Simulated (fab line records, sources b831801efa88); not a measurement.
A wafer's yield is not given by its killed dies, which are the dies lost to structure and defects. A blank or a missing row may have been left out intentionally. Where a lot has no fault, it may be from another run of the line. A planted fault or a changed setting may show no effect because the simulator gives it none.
One fault seen from 2 desks -- flow sky130 -- each desk has only its own numbers; what lay behind them comes last

== THE METROLOGY DESK ==
What the gauges read, lot by lot, whatever tool the lot ran on: means of the sampled wafers that have a number. Marked OUT: a lot whose mean sits more than 4 standard deviations from the usual mean, which makes it out of limits; the brackets give that distance.
Columns: A = VT_ADJUST_HVTR_OVL at SKY_VT_ADJUST_HVTR_OVL_MEAS_08, usual 0.8 nm; B = GATE_OXIDE_OXIDATION_00_THK at SKY_GATE_OXIDE_THK_MEAS_02, usual 10.28 nm; C = LDD_HVP_TW at SKY_LDD_HVP_TW_MEAS_10, usual 455.5; D = RES_XHIGH_RS at SKY_SD_N_RS_MEAS_18, usual 332.9 ohm/sq
lot,first seen here,A,B,C,D
L547,day 9 10:52,1.1,10.21,454.0,334.1
L550,day 10 04:55,1.9,9.96,457.5,332.8
L551,day 10 14:28,1.3,10.28,456.8,333.9
L552,day 10 19:40,0.3,10.02,453.9,334.0
L553,day 11 03:34,-1.5,10.44,459.3,333.1
L558,day 13 01:25,1.2,12.16 (+9.4) OUT,456.4,334.4
L559,day 13 02:07,1.3,12.14 (+9.3) OUT,456.4,332.6
L560,day 13 12:13,1.2,12.03 (+8.8) OUT,457.9,332.5
L563,day 14 14:16,0.3,10.60,456.7,333.5
L565,day 15 03:37,2.0,10.52,457.3,330.8
L568,day 15 23:07,0.8,10.32,453.4,331.1
L570,day 16 15:13,-1.1,10.61,452.4,332.8
Per this desk, out of limits: L558, L559, L560; the first was L558, day 16 18:54 (GATE_OXIDE_OXIDATION_00_THK at SKY_GATE_OXIDE_THK_MEAS_02). L547, L550, L551, L552, L553, L563, L565, L568, L570: within limits.

== DESK OF THE TOOL OWNER: furnace-01 ==
The tool's own readings at SKY_GATE_OXIDE_OXIDATION_01 (stabilise 600 s, purge 300 s, target thk 10.268 nm): means of the sampled wafers that have a number, for each lot that ran on this tool. Marked OUT: a lot whose mean sits more than 4 standard deviations from the usual mean, which makes it out of limits; the brackets give that distance. Shown are 7 of the 10 readings it has, namely the first that went out of limits plus those furthest out on some lot.
Columns: A = spikeTcBottomC at SKY_GATE_OXIDE_OXIDATION_01, usual 917.5 C; B = spikeTcCentreC at SKY_GATE_OXIDE_OXIDATION_01, usual 900.2 C; C = spikeTcLowerC at SKY_GATE_OXIDE_OXIDATION_01, usual 900.2 C; D = spikeTcTopC at SKY_GATE_OXIDE_OXIDATION_01, usual 908.9 C; E = spikeTcUpperC at SKY_GATE_OXIDE_OXIDATION_01, usual 899.5 C; F = tubeCenterTempC at SKY_GATE_OXIDE_OXIDATION_01, usual 900.01 C; G = tube_center_temp_C_max at SKY_GATE_OXIDE_OXIDATION_01, usual 902.3
lot,first seen here,A,B,C,D,E,F,G
L550,day 13 13:07,915.7,901.1,901.6,909.5,899.5,900.07,902.5
L552,day 14 03:17,915.4,900.3,901.5,908.5,899.8,900.05,902.5
L553,day 14 12:12,916.6,900.5,901.2,908.6,900.2,899.93,902.4
L558,day 16 17:29,931.7 (+7.9) OUT,915.8 (+14) OUT,915.6 (+13) OUT,924.4 (+14) OUT,914.9 (+16) OUT,915.45 (+99 or more) OUT,917.9 (+40) OUT
L559,day 16 17:29,930.4 (+7.2) OUT,917.4 (+16) OUT,916.1 (+13) OUT,923.9 (+14) OUT,914.5 (+15) OUT,915.45 (+99 or more) OUT,917.7 (+39) OUT
L560,day 17 04:34,931.3 (+7.7) OUT,917.0 (+15) OUT,917.0 (+14) OUT,922.7 (+13) OUT,914.9 (+16) OUT,915.43 (+99 or more) OUT,917.8 (+40) OUT
Finding of this desk: L558, L559, L560 out of limits; the first was L558 at day 16 17:29, on spikeTcBottomC at SKY_GATE_OXIDE_OXIDATION_01. L550, L552, L553: within limits.

== TAKEN TOGETHER ==
The tool owner's desk had the chance to raise an alarm at day 16 17:29 on L558, L559, L560.
On L558, L559, L560, the metrology desk was in a position to raise an alarm at day 16 18:54.
Of the lots named, all ran SKY_GATE_OXIDE_OXIDATION_01 on furnace-01.

== WHAT WAS PUT IN BY THE SIMULATOR ==
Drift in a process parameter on furnace-01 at SKY_GATE_OXIDE_OXIDATION_01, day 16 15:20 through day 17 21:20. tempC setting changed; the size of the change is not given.
Struck lots among those shown: L558, L559, L560.
Counting hours from when the fault started, the first reading out of limits came at 2 for the tool owner's desk and at 4 for the metrology desk.
